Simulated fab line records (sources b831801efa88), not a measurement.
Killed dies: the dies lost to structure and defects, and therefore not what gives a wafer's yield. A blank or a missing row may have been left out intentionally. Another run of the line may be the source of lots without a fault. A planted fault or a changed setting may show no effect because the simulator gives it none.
What tool caused it?	flow sky130	14 lots, 42 wafers sampled, at 7 steps of a route of 708

== WHAT THE GAUGES SHOWED, per wafer ==
SKY_POLY_GATE_THK_MEAS_01. Usual: POLY_GATE_CVD_00_THK gives 179.9 nm (standard deviation 1.6).
lot	measured	on	POLY_GATE_CVD_00_THK (nm)	flag
L417	day 13 22:35	film-metro-01	179.6 179.7 179.2	
L418	day 14 11:53	film-metro-03	181.1 182.1 181.8	
L419	day 14 11:52	film-metro-02	181.0 180.7 181.1	
L420	day 14 22:23	film-metro-03	181.0 181.4 181.7	
L421	day 15 09:16	film-metro-03	181.8 179.2 180.2	
L422	day 15 14:09	film-metro-01	177.0 176.3 175.9	
L424	day 16 08:04	film-metro-02	178.8 177.9 177.9	
L425	day 16 14:32	film-metro-02	178.0 178.6 178.4	
L433	day 20 07:12	film-metro-03	179.8 179.4 180.3	
L435	day 20 16:13	film-metro-01	180.8 182.3 181.4	
L434	day 20 20:54	film-metro-03	182.4 182.4 182.6	
L436	day 21 00:08	film-metro-02	179.7 179.1 180.9	
L439	day 21 19:34	film-metro-02	180.1 180.5 180.9	
L440	day 22 02:32	film-metro-02	178.6 178.1 178.3	

SKY_POLY_GATE_OVL_MEAS_14. Usual: POLY_GATE_OVL gives 0 nm (standard deviation 5.2).
lot	measured	on	POLY_GATE_OVL (nm)	flag
L417	day 16 08:17	overlay-01	5 2 3	
L418	day 16 21:28	overlay-01	13 11 11	
L419	day 16 21:18	overlay-02	8 -4 1	
L420	day 17 10:31	overlay-01	-6 -2 2	
L421	day 17 23:27	overlay-02	-5 -1 0	
L422	day 18 03:51	overlay-02	-2 -10 -7	
L424	day 18 19:14	overlay-01	4 3 7	
L425	day 19 05:37	overlay-02	-2 0 -2	
L433	day 22 22:45	overlay-02	-1 3 4	
L435	day 23 08:19	overlay-01	-3 -10 -3	
L434	day 23 12:59	overlay-01	7 2 5	
L436	day 23 14:26	overlay-02	8 5 5	
L439	day 24 10:00	overlay-01	7 6 9	
L440	day 24 16:41	overlay-01	7 5 5	

SKY_POLY_GATE_CD_MEAS_22. Usual: cd-nm at 150.0 nm, with a standard deviation of 2.1.
lot	measured	on	cd-nm (nm)	flag
L417	day 16 11:54	cd-sem-02	151.9 151.2 149.6	
L418	day 17 00:43	cd-sem-02	152.2 153.1 150.7	
L419	day 17 00:29	cd-sem-02	152.1 147.8 148.5	
L420	day 17 12:51	cd-sem-02	150.2 150.5 148.5	
L421	day 18 02:41	cd-sem-02	150.5 152.1 155.2	
L422	day 18 06:37	cd-sem-01	146.0 147.6 148.9	
L424	day 18 22:31	cd-sem-01	- - -	OFF
L425	day 19 07:43	cd-sem-02	- - -	OFF
L433	day 23 00:34	cd-sem-01	148.4 147.2 146.0	
L435	day 23 10:02	cd-sem-02	148.5 152.7 151.9	
L434	day 23 14:43	cd-sem-02	148.7 148.8 148.0	
L436	day 23 16:26	cd-sem-01	148.3 149.8 146.8	
L439	day 24 11:47	cd-sem-01	149.0 148.7 148.7	
L440	day 24 18:29	cd-sem-01	148.3 152.6 154.1	

== WHICH TOOL RAN EACH LOT (tool, then ch and the chambers of the sampled wafers, then the start) ==
lot	SKY_VT_ADJUST_PCH_STRIP_09	SKY_POLY_GATE_ETCH_15	SKY_POLY_GATE_ETCH_16	SKY_POLY_GATE_ETCH_17
L417	plasma-asher-02 ch 0,1, day 10 08:52	rie-diel-04 ch 0,1, day 16 08:20	rie-diel-04 ch 0,1, day 16 08:25	rie-si-01 ch 0,2, day 16 08:31
L418	plasma-asher-02 ch 0,1, day 10 18:14	rie-diel-02 ch 0,1,3, day 16 21:29	rie-diel-02 ch 0,1,3, day 16 21:34	rie-si-01 ch 0,2,3, day 16 21:42
L419	plasma-asher-04 ch 0,1, day 10 19:09	rie-diel-04 ch 0,1,2, day 16 21:20	rie-diel-04 ch 0,1,2, day 16 21:25	rie-si-02 ch 0,1,3, day 16 21:31
L420	plasma-asher-04 ch 0,1, day 11 05:29	rie-diel-03 ch 0,1, day 17 10:33	rie-diel-03 ch 0,1, day 17 10:38	rie-si-01 ch 0,1,3, day 17 10:44
L421	plasma-asher-02 ch 0,1, day 11 15:11	rie-diel-02 ch 0,1, day 17 23:31	rie-diel-02 ch 0,1, day 17 23:39	rie-si-02 ch 0,1,2, day 17 23:45
L422	plasma-asher-01 ch 0,1, day 11 22:50	rie-diel-03 ch 2,3, day 18 03:53	rie-diel-03 ch 2,3, day 18 03:58	rie-si-02 ch 0,1,3, day 18 04:04
L424	plasma-asher-01 ch 0,1, day 12 10:59	rie-diel-04 ch 0,1,2, day 18 19:15	rie-diel-04 ch 0,1,2, day 18 19:20	rie-si-01 ch 0,1,3, day 18 19:26
L425	plasma-asher-01 ch 0,1, day 12 19:11	rie-diel-04 ch 0,1,3, day 19 05:38	rie-diel-04 ch 0,1,3, day 19 05:43	rie-si-02 ch 0,2,3, day 19 05:49
L433	plasma-asher-04 ch 0,1, day 16 03:18	rie-diel-04 ch 0,1,3, day 22 22:47	rie-diel-04 ch 0,1,3, day 22 22:52	rie-si-02 ch 0,1, day 22 22:58
L435	plasma-asher-01 ch 0,1, day 16 11:01	rie-diel-04 ch 0,1, day 23 08:20	rie-diel-04 ch 0,1, day 23 08:25	rie-si-01 ch 1,2, day 23 08:31
L434	plasma-asher-01 ch 0,1, day 16 13:25	rie-diel-04 ch 0,1, day 23 13:02	rie-diel-04 ch 0,1, day 23 13:07	rie-si-02 ch 0,2, day 23 13:13
L436	plasma-asher-04 ch 0,1, day 16 16:39	rie-diel-03 ch 1,3, day 23 14:29	rie-diel-03 ch 1,3, day 23 14:34	rie-si-01 ch 0,3, day 23 14:40
L439	plasma-asher-02 ch 0,1, day 17 12:02	rie-diel-04 ch 0,1, day 24 10:02	rie-diel-04 ch 0,1, day 24 10:07	rie-si-01 ch 0,1,3, day 24 10:13
L440	plasma-asher-04 ch 0,1, day 17 21:23	rie-diel-02 ch 0,1,2, day 24 16:44	rie-diel-02 ch 0,1,2, day 24 16:49	rie-si-01 ch 1,2,3, day 24 16:55
- SKY_VT_ADJUST_PCH_STRIP_09: strips in O2/N2.
- SKY_POLY_GATE_ETCH_15: etches BARC in N2/H2, stops on SiO2, time 118.5 s, target depth 110 nm.
- SKY_POLY_GATE_ETCH_16: etches Si3N4 in CH3F/O2, stops on poly-Si, time 147.5 s, target depth 75 nm.
- SKY_POLY_GATE_ETCH_17: etches poly-Si in HBr/Cl2, stops on SiO2, target depth 180 nm, time 70.5 s.

== AS READ BY THE TOOLS THEMSELVES (means over the sampled wafers that have a number; for cases with no such wafer, the mark the record gives instead) ==
SKY_VT_ADJUST_PCH_STRIP_09. Usual: drypump-motor-current-A 5.7 A, standard deviation 0.52; oes-product-au 0.723 a.u., standard deviation 0.0046; strip-time-to-endpoint-s 36.90 s, standard deviation 0.098.
lot	tool	drypump-motor-current-A (A)	oes-product-au (a.u.)	strip-time-to-endpoint-s (s)	flag
L417	plasma-asher-02	6.0	0.724	36.93	
L418	plasma-asher-02	5.8	0.724	36.91	
L419	plasma-asher-04	5.6	0.726	37.06	
L420	plasma-asher-04	5.8	0.719	36.89	
L421	plasma-asher-02	5.8	0.721	36.87	
L422	plasma-asher-01	5.8	0.716	36.88	
L424	plasma-asher-01	5.3	0.724	36.93	
L425	plasma-asher-01	5.8	0.723	36.91	
L433	plasma-asher-04	5.8	0.724	36.98	
L435	plasma-asher-01	5.8	0.722	36.89	
L434	plasma-asher-01	5.8	0.724	37.01	
L436	plasma-asher-04	5.6	0.726	36.68	
L439	plasma-asher-02	6.0	0.727	36.84	
L440	plasma-asher-04	5.8	0.723	36.96	

SKY_POLY_GATE_ETCH_15. Usual: bias-w 100.00 W, standard deviation 0.29; chamber-pressure-mTorr 30.002 mTorr, standard deviation 0.028; drypump-motor-current-A 5.7 A, standard deviation 0.4; oes-product-au 0.717 a.u., standard deviation 0.0048; throttle-valve-pct 13.212 %, standard deviation 0.0092.
lot	tool	bias-w (W)	chamber-pressure-mTorr (mTorr)	drypump-motor-current-A (A)	oes-product-au (a.u.)	throttle-valve-pct (%)	flag
L417	rie-diel-04	100.38	29.984	5.4	0.712	13.219	
L418	rie-diel-02	99.86	29.995	5.9	0.716	13.223	
L419	rie-diel-04	100.12	29.988	5.3	0.716	13.204	
L420	rie-diel-03	100.04	30.017	5.5	0.719	13.218	
L421	rie-diel-02	100.12	29.982	5.9	0.717	13.208	
L422	rie-diel-03	100.07	29.991	6.0	0.714	13.209	
L424	rie-diel-04	-	-	-	-	-	OFF
L425	rie-diel-04	-	-	-	-	-	OFF
L433	rie-diel-04	100.22	30.002	5.5	0.718	13.209	
L435	rie-diel-04	100.24	30.030	5.4	0.720	13.207	
L434	rie-diel-04	100.05	30.009	5.4	0.717	13.214	
L436	rie-diel-03	99.95	30.010	5.7	0.719	13.213	
L439	rie-diel-04	99.78	29.981	5.4	0.715	13.203	
L440	rie-diel-02	100.09	29.995	5.9	0.717	13.216	

SKY_POLY_GATE_ETCH_16. Usual: O2_flow_sccm 29.99 sccm, standard deviation 0.09; bias-w 79.96 W, standard deviation 0.27; drypump-motor-current-A 5.7 A, standard deviation 0.4; oes-product-au 0.641 a.u., standard deviation 0.0054; throttle-valve-pct 10.535 %, standard deviation 0.01.
lot	tool	O2_flow_sccm (sccm)	bias-w (W)	drypump-motor-current-A (A)	oes-product-au (a.u.)	throttle-valve-pct (%)	flag
L417	rie-diel-04	29.87	80.10	5.4	0.642	10.525	
L418	rie-diel-02	29.92	79.64	5.9	0.640	10.543	
L419	rie-diel-04	30.11	79.90	5.3	0.637	10.525	
L420	rie-diel-03	30.03	79.78	5.4	0.643	10.542	
L421	rie-diel-02	30.01	80.17	5.9	0.648	10.525	
L422	rie-diel-03	29.97	80.12	6.0	0.644	10.529	
L424	rie-diel-04	29.88	80.05	5.3	0.375	10.488	OFF
L425	rie-diel-04	29.88	80.11	5.5	0.378	10.506	OFF
L433	rie-diel-04	30.00	79.99	5.4	0.641	10.540	
L435	rie-diel-04	30.03	80.07	5.4	0.641	10.534	
L434	rie-diel-04	29.97	80.06	5.4	0.645	10.537	
L436	rie-diel-03	29.96	80.02	5.7	0.642	10.540	
L439	rie-diel-04	29.99	80.02	5.4	0.639	10.542	
L440	rie-diel-02	29.96	79.88	5.9	0.641	10.539	

SKY_POLY_GATE_ETCH_17. Usual: HBr_flow_sccm 150.1 sccm, standard deviation 0.43; bias-w 99.99 W, standard deviation 0.28; drypump-motor-current-A 5.8 A, standard deviation 0.4; he-backside-leak-sccm 2.49 sccm, standard deviation 0.23; oes-product-au 0.987 a.u., standard deviation 0.0067; throttle-valve-pct 33.684 %, standard deviation 0.0085.
lot	tool	HBr_flow_sccm (sccm)	bias-w (W)	drypump-motor-current-A (A)	he-backside-leak-sccm (sccm)	oes-product-au (a.u.)	throttle-valve-pct (%)	flag
L417	rie-si-01	150.3	99.82	5.8	2.37	0.988	33.690	
L418	rie-si-01	149.9	100.24	6.0	2.40	0.991	33.682	
L419	rie-si-02	150.1	99.92	5.6	2.50	0.996	33.680	
L420	rie-si-01	149.6	99.90	6.1	2.54	0.987	33.692	
L421	rie-si-02	150.0	99.92	5.5	2.46	0.992	33.686	
L422	rie-si-02	149.9	100.07	5.5	2.58	0.976	33.675	
L424	rie-si-01	150.0	99.92	6.1	2.44	0.272	33.682	OFF
L425	rie-si-02	150.2	99.70	5.5	2.58	0.270	33.688	OFF
L433	rie-si-02	150.0	100.22	5.6	2.53	0.988	33.687	
L435	rie-si-01	149.7	99.97	5.9	2.45	0.986	33.688	
L434	rie-si-02	149.7	100.19	5.2	2.48	0.983	33.685	
L436	rie-si-01	150.1	99.99	6.1	2.39	0.987	33.689	
L439	rie-si-01	150.8	99.80	6.1	2.48	0.984	33.685	
L440	rie-si-01	149.8	100.13	6.1	2.55	0.978	33.682	

== THE ANSWER, worked out from the rows above alone ==
Rule: a lot is off if the mean of its wafers that have a number lies more than 3 standard deviations from the usual mean. Also off: a lot with no number at a reading for which 4 or more lots have one. The other lots that the step has rows for count as sound. After the gauges, taken in route order, come the tools' own readings; for these a lot's mean is taken, as printed above. At the first step where some lot is off, the reading lying furthest off is the one used; lots without a number count as furthest.
Off at SKY_POLY_GATE_CD_MEAS_22 (cd-nm): L424, L425. Without a number there: L424, L425.
If a tool, at a process step before that reading, ran all the lots that are off and no sound lot after the first of them, it fits. Not tried: the gauges at SKY_POLY_GATE_CD_MEAS_22; whatever is off there is also off at SKY_POLY_GATE_ETCH_15, on other tools, and gauge error can't account for it. Of those tried, none fits.

== WHAT THE SIMULATOR HAD INSERTED ==
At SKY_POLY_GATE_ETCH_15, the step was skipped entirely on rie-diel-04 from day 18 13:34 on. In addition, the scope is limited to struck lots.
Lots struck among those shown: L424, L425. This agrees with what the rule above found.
